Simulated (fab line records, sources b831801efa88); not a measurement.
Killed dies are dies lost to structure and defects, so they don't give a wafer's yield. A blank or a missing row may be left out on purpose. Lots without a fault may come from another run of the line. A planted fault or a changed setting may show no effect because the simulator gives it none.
One fault seen from 2 desks | flow gf180mcu | each desk has only its own numbers; what lay behind them comes last

THE TOOL OWNER'S DESK: cvd_w-02
The tool's own readings at GF_V3_CVD_23 (deposits W, target thk 350 nm, time 104.9 s): means of the sampled wafers that have a number, for each lot that ran on this tool. A lot is out of limits, marked OUT, if its mean lies more than 4 standard deviations from the usual mean; the brackets give that distance.
Columns: A = heater_power_w at GF_V3_CVD_23, usual 815 W
lot  | first seen here | A
L944 | day 22 10:44    | 826
L953 | day 26 00:26    | 816
L954 | day 26 08:57    | 832
L955 | day 26 17:25    | 856
L966 | day 29 12:56    | 873
L965 | day 29 19:19    | 833
This desk's finding: nothing out of limits on any of the 6 lots.

THE METROLOGY DESK
What the gauges read, lot by lot, whatever tool the lot ran on: means of the sampled wafers that have a number. A lot is out of limits, marked OUT, if its mean lies more than 4 standard deviations from the usual mean; the brackets give that distance.
Columns: A = V3_W_RS at GF_V3_RS_MEAS_24, usual 0.329 ohm/sq; B = V3_W_THK at GF_V3_THK_MEAS_25, usual 345 nm
lot  | first seen here | A                | B
L944 | day 22 10:52    | 0.328            | 346
L945 | day 22 22:32    | 0.331            | 339
L946 | day 23 03:53    | 0.331            | 338
L948 | day 23 23:16    | 0.327            | 341
L949 | day 24 14:21    | 0.333            | 340
L950 | day 25 03:19    | 0.326            | 351
L953 | day 26 00:33    | 0.332            | 339
L954 | day 26 09:05    | 0.327            | 349
L955 | day 26 17:31    | 0.327            | 351
L956 | day 27 01:04    | 0.332            | 343
L966 | day 29 13:04    | 0.361 (+8.5) OUT | 316 (-5.6) OUT
L965 | day 29 19:25    | 0.341            | 336
This desk's finding: out of limits on L966; first on L966, day 29 13:04 (V3_W_RS at GF_V3_RS_MEAS_24). In limits: L944, L945, L946, L948, L949, L950, L953, L954, L955, L956, L965.

PUT TOGETHER
The metrology desk could have raised an alarm at day 29 13:04, on L966.
The tool owner's desk saw nothing out of limits.
The tool owner's desk has L966 on record, within its limits.
Of the lots named, all ran GF_V3_CVD_23 on cvd_w-02.

WHAT THE SIMULATOR HAD PUT IN
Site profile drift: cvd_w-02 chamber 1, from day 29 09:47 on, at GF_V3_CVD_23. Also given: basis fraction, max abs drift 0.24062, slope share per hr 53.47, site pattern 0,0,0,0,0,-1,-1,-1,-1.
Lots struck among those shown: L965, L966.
Hours from the fault's start to each desk's first reading out of limits: the metrology desk, 3.
